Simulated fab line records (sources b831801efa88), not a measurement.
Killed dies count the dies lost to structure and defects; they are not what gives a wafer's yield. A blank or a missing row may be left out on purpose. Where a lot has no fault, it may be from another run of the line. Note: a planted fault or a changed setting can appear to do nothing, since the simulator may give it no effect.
Which of the tools did it?    flow sky130    Sampling: 14 lots, 42 wafers, 4 of 708 route steps

WHAT EACH GAUGE READ, for each wafer
SKY_FIELD_ISO_THK_MEAS_02.
lot   measured     on             FIELD_ISO_OXIDATION_00_THK (nm)
L875  day 1 12:07  film_metro-02  12.33 12.44 12.43
L883  day 3 03:38  film_metro-03  15.01 14.85 14.84
L887  day 3 23:38  film_metro-03  14.65 14.49 14.87
L888  day 4 05:26  film_metro-02  12.47 12.39 12.24
L889  day 4 11:16  film_metro-04  12.60 12.41 12.48
L890  day 4 15:46  film_metro-02  11.92 11.90 12.12
L891  day 4 19:39  film_metro-02  12.15 12.07 12.11
L892  day 5 02:01  film_metro-04  11.65 11.62 11.75
L893  day 5 05:38  film_metro-02  12.18 12.21 12.06
L894  day 5 10:38  film_metro-02  11.70 11.87 11.81
L895  day 5 16:22  film_metro-02  12.17 12.13 11.98
L896  day 5 23:18  film_metro-02  11.84 12.05 11.99
L897  day 6 06:08  film_metro-04  12.11 11.83 11.86
L898  day 6 14:27  film_metro-04  12.00 11.92 11.99

SKY_NWELL_THK_MEAS_02.
lot   measured     on             NWELL_OXIDATION_THK (nm)
L875  day 2 14:02  film_metro-01  10.11 9.93 10.23
L883  day 4 08:42  film_metro-03  10.01 10.02 10.03
L887  day 5 03:53  film_metro-01  10.09 10.09 9.96
L888  day 5 08:34  film_metro-03  10.06 10.10 10.24
L889  day 5 18:09  film_metro-01  10.18 10.09 10.22
L890  day 6 00:41  film_metro-03  9.99 9.85 9.96
L891  day 6 00:43  film_metro-01  10.06 10.06 10.02
L892  day 6 18:46  film_metro-03  9.92 9.85 9.86
L893  day 6 18:45  film_metro-04  9.90 9.89 9.85
L894  day 6 18:45  film_metro-01  9.87 9.88 9.96
L895  day 7 15:20  film_metro-04  9.93 9.77 9.85
L896  day 8 00:07  film_metro-03  9.96 9.82 9.82
L897  day 8 00:07  film_metro-01  9.80 9.93 9.75
L898  day 8 00:07  film_metro-04  9.73 9.74 9.73

SKY_DNWELL_TW_MEAS_09.
lot   measured     on             DNWELL_TW
L875  day 3 05:10  film_metro-04  1119 1124 1119
L883  day 5 01:55  film_metro-03  1104 1097 1100
L887  day 5 22:28  film_metro-03  1105 1109 1107
L888  day 6 02:51  film_metro-01  1123 1125 1126
L889  day 6 12:56  film_metro-01  1131 1136 1139
L890  day 6 18:49  film_metro-03  1095 1097 1099
L891  day 6 19:05  film_metro-01  1133 1127 1136
L892  day 7 13:28  film_metro-04  1118 1125 1116
L893  day 7 13:48  film_metro-01  1146 1139 1150
L894  day 7 14:01  film_metro-01  1133 1129 1139
L895  day 8 11:22  film_metro-03  1112 1116 1116
L896  day 8 20:22  film_metro-04  1119 1116 1122
L897  day 8 21:16  film_metro-03  1104 1107 1102
L898  day 8 21:01  film_metro-01  1129 1131 1135

SKY_VT_ADJUST_NCORE_TW_MEAS_11.
lot   measured      on             VT_ADJUST_NCORE_TW
L875  day 8 12:53   film_metro-04  220.0 220.4 219.9
L883  day 10 23:13  film_metro-02  221.9 222.0 223.1
L887  day 12 00:13  film_metro-02  221.5 222.0 221.9
L888  day 12 06:32  film_metro-03  219.1 219.4 218.7
L889  day 12 18:01  film_metro-03  219.1 218.5 219.6
L890  day 13 04:52  film_metro-03  218.4 217.8 217.8
L891  day 13 05:57  film_metro-04  218.4 218.0 219.3
L892  day 14 04:41  film_metro-03  216.1 217.4 217.6
L893  day 14 05:19  film_metro-04  218.5 218.3 218.0
L894  day 14 08:14  film_metro-04  217.3 218.4 218.2
L895  day 15 12:17  film_metro-02  222.4 222.6 222.2
L896  day 16 00:55  film_metro-02  221.3 221.6 220.6
L897  day 16 01:28  film_metro-03  216.7 217.3 217.5
L898  day 16 01:17  film_metro-04  219.2 218.4 218.3

EACH LOT AND THE TOOL THAT RAN IT (in order: tool; ch and the chambers of the sampled wafers; start)
The record holds no process step before these readings.

AS READ BY THE TOOLS THEMSELVES (means over the sampled wafers that have a number; for cases with no such wafer, the mark the record gives instead)
The record holds no such reading with a usual standard deviation.

THE ANSWER, worked out from the rows above alone
Rule: usual is defined by the lots themselves. The widest of any qualifying gaps counts: lots, ordered by their means at a reading, are off when they make up no more than a third of the lots, leave a main group of 4 or more, and stand apart from it by 3 or more times the standard deviation of that group's means. The tables above print the reading to a certain number of digits; a main group whose means all agree to those digits is not used. Also off: a lot with no number at a reading for which 4 or more lots have one. Where the step has rows for the other lots, those lots are counted as sound. First the gauges in route order, then the tools' own readings, where a lot's mean is used as printed above. The first step at which some lot is off is used, and at that step the reading that is off furthest; a lot without a number counts as furthest.
Off: L883, L887, at SKY_FIELD_ISO_THK_MEAS_02 (FIELD_ISO_OXIDATION_00_THK). The main group has a mean of 12.08 nm with a standard deviation of 0.24.
If a tool, at a process step before that reading, ran all the lots that are off and no sound lot after the first of them, it fits. Those tools and the gauges at SKY_FIELD_ISO_THK_MEAS_02 are tried in the same way. One fits: film_metro-03 at SKY_FIELD_ISO_THK_MEAS_02. It ran no sound lot before its first lot that is off in this sample, so the start can't be narrowed down.

WHAT THE SIMULATOR PUT IN
Metrology matching offset: film_metro-03, from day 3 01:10 on, at SKY_FIELD_ISO_THK_MEAS_02. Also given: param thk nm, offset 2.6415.
Lots struck among those shown: L883, L887. This agrees with what the rule above found.
